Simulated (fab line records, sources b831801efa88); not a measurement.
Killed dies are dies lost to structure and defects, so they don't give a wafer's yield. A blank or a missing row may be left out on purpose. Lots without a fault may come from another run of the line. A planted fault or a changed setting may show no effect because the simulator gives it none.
Which tool did it? | flow sky130 | 24 lots, 72 wafers sampled, at 4 steps of a route of 708

WHAT THE GAUGES READ, wafer by wafer
SKY_FIELD_ISO_THK_MEAS_25.
lot  | measured    | on            | FIELD_ISO_CVD_24_THK (nm)
L074 | day 2 10:30 | film_metro-01 | 606 606 604
L075 | day 2 16:32 | film_metro-03 | 596 604 596
L076 | day 2 19:18 | film_metro-04 | 593 598 602
L077 | day 3 01:55 | film_metro-03 | 585 605 602
L078 | day 3 05:28 | film_metro-04 | 602 609 591
L079 | day 3 10:40 | film_metro-03 | 597 594 605
L080 | day 3 14:57 | film_metro-03 | 591 604 592
L081 | day 3 20:05 | film_metro-04 | 594 611 599
L082 | day 4 02:37 | film_metro-03 | 611 604 597
L083 | day 4 05:35 | film_metro-03 | 604 593 601
L084 | day 4 11:41 | film_metro-01 | 600 602 595
L085 | day 4 17:30 | film_metro-01 | 590 599 592
L086 | day 5 00:35 | film_metro-01 | 603 596 587
L087 | day 5 03:16 | film_metro-01 | 587 598 598
L088 | day 5 09:07 | film_metro-03 | 598 606 611
L089 | day 5 14:37 | film_metro-03 | 605 598 602
L090 | day 5 23:08 | film_metro-01 | 598 586 603
L091 | day 6 01:59 | film_metro-03 | 582 604 595
L092 | day 6 05:58 | film_metro-03 | 599 593 611
L093 | day 6 09:10 | film_metro-04 | 588 600 599
L094 | day 6 15:54 | film_metro-03 | 586 582 589
L095 | day 6 21:19 | film_metro-03 | 598 591 597
L096 | day 7 01:05 | film_metro-04 | 590 600 595
L097 | day 7 06:46 | film_metro-03 | 589 607 601

SKY_SPACER_THK_MEAS_01.
lot  | measured     | on            | SPACER_CVD_00_THK (nm)
L074 | day 23 20:08 | film_metro-02 | 42.9 42.7 42.9
L075 | day 24 21:13 | film_metro-02 | 42.7 42.8 43.1
L076 | day 24 16:38 | film_metro-03 | 42.5 43.2 43.1
L077 | day 24 20:02 | film_metro-02 | 42.8 42.3 42.5
L078 | day 25 16:19 | film_metro-02 | 43.2 42.9 43.1
L079 | day 25 19:57 | film_metro-02 | 43.1 43.1 43.2
L080 | day 26 02:40 | film_metro-02 | 42.6 42.9 43.2
L081 | day 26 01:02 | film_metro-03 | 43.0 42.9 42.9
L082 | day 26 23:26 | film_metro-02 | 43.3 43.5 43.1
L083 | day 27 02:35 | film_metro-02 | 42.9 43.1 43.2
L084 | day 27 05:53 | film_metro-01 | 42.6 42.7 42.8
L085 | day 27 19:02 | film_metro-01 | 42.6 42.6 42.8
L086 | day 28 10:07 | film_metro-03 | 42.5 42.5 42.4
L087 | day 28 07:27 | film_metro-01 | 42.9 42.9 42.8
L088 | day 28 12:23 | film_metro-02 | 42.7 42.8 43.0
L089 | day 29 05:08 | film_metro-01 | 42.9 42.8 42.7
L090 | day 29 11:35 | film_metro-03 | 43.2 43.3 43.2
L091 | day 29 11:34 | film_metro-02 | 43.0 43.0 43.4
L092 | day 29 15:37 | film_metro-03 | 44.0 43.4 43.6
L093 | day 29 19:28 | film_metro-03 | 43.2 43.1 43.0
L094 | day 30 16:06 | film_metro-03 | 43.0 43.4 43.3
L095 | day 30 20:17 | film_metro-02 | 42.7 42.7 43.1
L096 | day 30 21:29 | film_metro-02 | 42.8 42.9 43.2
L097 | day 31 14:35 | film_metro-02 | 42.6 42.9 43.0

WHICH TOOL RAN EACH LOT (tool, then ch and the chambers of the sampled wafers, then the start)
lot  | SKY_VT_ADJUST_HVTR_STRIP_10          | SKY_RES_PROTECT_STRIP_07
L074 | plasma_asher-01 ch 0,1, day 9 21:56  | plasma_asher-02 ch 0,1, day 15 21:31
L075 | plasma_asher-04 ch 0, day 10 08:16   | plasma_asher-01 ch 1, day 16 18:10
L076 | plasma_asher-02 ch 0,1, day 10 13:17 | plasma_asher-02 ch 0,1, day 16 17:52
L077 | plasma_asher-02 ch 0,1, day 10 20:13 | plasma_asher-02 ch 0,1, day 16 20:42
L078 | plasma_asher-04 ch 0,1, day 11 06:17 | plasma_asher-04 ch 0,1, day 17 15:07
L079 | plasma_asher-02 ch 0,1, day 11 09:31 | plasma_asher-04 ch 0,1, day 17 20:34
L080 | plasma_asher-01 ch 1, day 11 16:22   | plasma_asher-01 ch 0,1, day 17 23:01
L081 | plasma_asher-01 ch 0,1, day 11 22:50 | plasma_asher-04 ch 0,1, day 18 02:37
L082 | plasma_asher-02 ch 0,1, day 12 17:22 | plasma_asher-04 ch 0,1, day 18 22:20
L083 | plasma_asher-02 ch 0,1, day 12 19:46 | plasma_asher-04 ch 0,1, day 19 04:35
L084 | plasma_asher-04 ch 0,1, day 12 20:56 | plasma_asher-01 ch 0, day 19 08:50
L085 | plasma_asher-04 ch 0,1, day 13 00:25 | plasma_asher-01 ch 0,1, day 19 18:38
L086 | plasma_asher-02 ch 0,1, day 13 23:11 | plasma_asher-04 ch 1, day 20 12:55
L087 | plasma_asher-04 ch 0,1, day 13 23:37 | plasma_asher-04 ch 0,1, day 20 12:03
L088 | plasma_asher-04 ch 0,1, day 14 01:43 | plasma_asher-01 ch 0,1, day 20 14:13
L089 | plasma_asher-01 ch 0,1, day 14 20:37 | plasma_asher-01 ch 0,1, day 21 10:59
L090 | plasma_asher-02 ch 0,1, day 14 23:54 | plasma_asher-02 ch 0,1, day 21 15:31
L091 | plasma_asher-02 ch 0,1, day 15 02:58 | plasma_asher-04 ch 0,1, day 21 18:19
L092 | plasma_asher-02 ch 0,1, day 15 05:23 | plasma_asher-02 ch 0,1, day 21 22:31
L093 | plasma_asher-01 ch 0,1, day 15 05:52 | plasma_asher-02 ch 0,1, day 22 02:59
L094 | plasma_asher-04 ch 0,1, day 16 05:35 | plasma_asher-02 ch 0,1, day 23 01:28
L095 | plasma_asher-01 ch 0, day 16 07:40   | plasma_asher-02 ch 0,1, day 23 04:31
L096 | plasma_asher-01 ch 0,1, day 16 09:08 | plasma_asher-01 ch 0,1, day 23 06:08
L097 | plasma_asher-02 ch 0,1, day 17 02:05 | plasma_asher-01 ch 0,1, day 23 23:56
- SKY_VT_ADJUST_HVTR_STRIP_10: strips in O2/N2.
- SKY_RES_PROTECT_STRIP_07: strips in O2/N2.

WHAT THE TOOLS THEMSELVES READ (means of the sampled wafers that have a number; where no wafer has one, the mark that the record gives instead)
SKY_VT_ADJUST_HVTR_STRIP_10.
lot  | tool            | drypump_motor_current_A (A) | oes_product_au (a.u.) | strip_time_to_endpoint_s (s)
L074 | plasma_asher-01 | 6.0                         | 0.715                 | 14.14
L075 | plasma_asher-04 | 6.4                         | 0.715                 | 14.20
L076 | plasma_asher-02 | 5.2                         | 0.719                 | 14.24
L077 | plasma_asher-02 | 5.2                         | 0.715                 | 14.17
L078 | plasma_asher-04 | 6.3                         | 0.713                 | 14.17
L079 | plasma_asher-02 | 5.2                         | 0.720                 | 14.16
L080 | plasma_asher-01 | 6.4                         | 0.719                 | 14.13
L081 | plasma_asher-01 | 6.0                         | 0.715                 | 14.17
L082 | plasma_asher-02 | 5.2                         | 0.714                 | 14.08
L083 | plasma_asher-02 | 5.2                         | 0.713                 | 14.15
L084 | plasma_asher-04 | 6.3                         | 0.716                 | 14.19
L085 | plasma_asher-04 | 6.3                         | 0.713                 | 14.21
L086 | plasma_asher-02 | 5.2                         | 0.716                 | 14.17
L087 | plasma_asher-04 | 6.2                         | 0.714                 | 14.23
L088 | plasma_asher-04 | 6.2                         | 0.713                 | 14.25
L089 | plasma_asher-01 | 6.0                         | 0.713                 | 14.18
L090 | plasma_asher-02 | 5.2                         | 0.717                 | 14.18
L091 | plasma_asher-02 | 5.2                         | 0.720                 | 14.21
L092 | plasma_asher-02 | 5.2                         | 0.711                 | 14.15
L093 | plasma_asher-01 | 5.7                         | 0.715                 | 14.14
L094 | plasma_asher-04 | 6.3                         | 0.716                 | 14.18
L095 | plasma_asher-01 | 5.3                         | 0.717                 | 14.27
L096 | plasma_asher-01 | 6.0                         | 0.716                 | 14.17
L097 | plasma_asher-02 | 5.2                         | 0.714                 | 14.17

SKY_RES_PROTECT_STRIP_07.
lot  | tool            | drypump_motor_current_A (A) | oes_product_au (a.u.) | strip_time_to_endpoint_s (s)
L074 | plasma_asher-02 | 5.2                         | 0.519                 | 23.29
L075 | plasma_asher-01 | 6.4                         | 0.521                 | 23.31
L076 | plasma_asher-02 | 5.2                         | 0.521                 | 23.34
L077 | plasma_asher-02 | 5.2                         | 0.519                 | 23.33
L078 | plasma_asher-04 | 6.3                         | 0.517                 | 23.25
L079 | plasma_asher-04 | 6.3                         | 0.518                 | 23.32
L080 | plasma_asher-01 | 5.6                         | 0.518                 | 23.29
L081 | plasma_asher-04 | 6.2                         | 0.517                 | 23.27
L082 | plasma_asher-04 | 6.3                         | 0.518                 | 23.28
L083 | plasma_asher-04 | 6.3                         | 0.519                 | 23.26
L084 | plasma_asher-01 | 5.3                         | 0.517                 | 23.27
L085 | plasma_asher-01 | 5.6                         | 0.519                 | 23.28
L086 | plasma_asher-04 | 6.0                         | 0.518                 | 23.30
L087 | plasma_asher-04 | 6.1                         | 0.512                 | 23.26
L088 | plasma_asher-01 | 6.0                         | 0.515                 | 23.28
L089 | plasma_asher-01 | 5.7                         | 0.517                 | 23.30
L090 | plasma_asher-02 | 5.2                         | 0.514                 | 23.22
L091 | plasma_asher-04 | 6.2                         | 0.521                 | 23.34
L092 | plasma_asher-02 | 5.2                         | 0.517                 | 23.30
L093 | plasma_asher-02 | 5.2                         | 0.521                 | 23.35
L094 | plasma_asher-02 | 5.2                         | 0.519                 | 23.40
L095 | plasma_asher-02 | 5.2                         | 0.516                 | 23.37
L096 | plasma_asher-01 | 5.7                         | 0.521                 | 23.35
L097 | plasma_asher-01 | 5.6                         | 0.516                 | 23.29

THE ANSWER, worked out from the rows above alone
Rule: what is usual is taken from the lots themselves. Put in order of their means at a reading, lots are off if they are a third of the lots or fewer, leave a main group of 4 or more, and stand apart from it by a gap of 3 or more times the standard deviation of the main group's means; of several such gaps the widest counts. A main group whose means are all the same, to the digits that the tables above print for the reading, isn't used. A lot without any number at a reading at which 4 lots or more have one is off too. The other lots that the step has rows for count as sound. The gauges are gone through in route order, then the tools' own readings, and for those a lot's mean is taken as printed above. The first step at which some lot is off is used, and at that step the reading that is off furthest; a lot without a number counts as furthest.
No lot is off at any reading shown: from this, nothing can be told.

WHAT THE SIMULATOR HAD PUT IN
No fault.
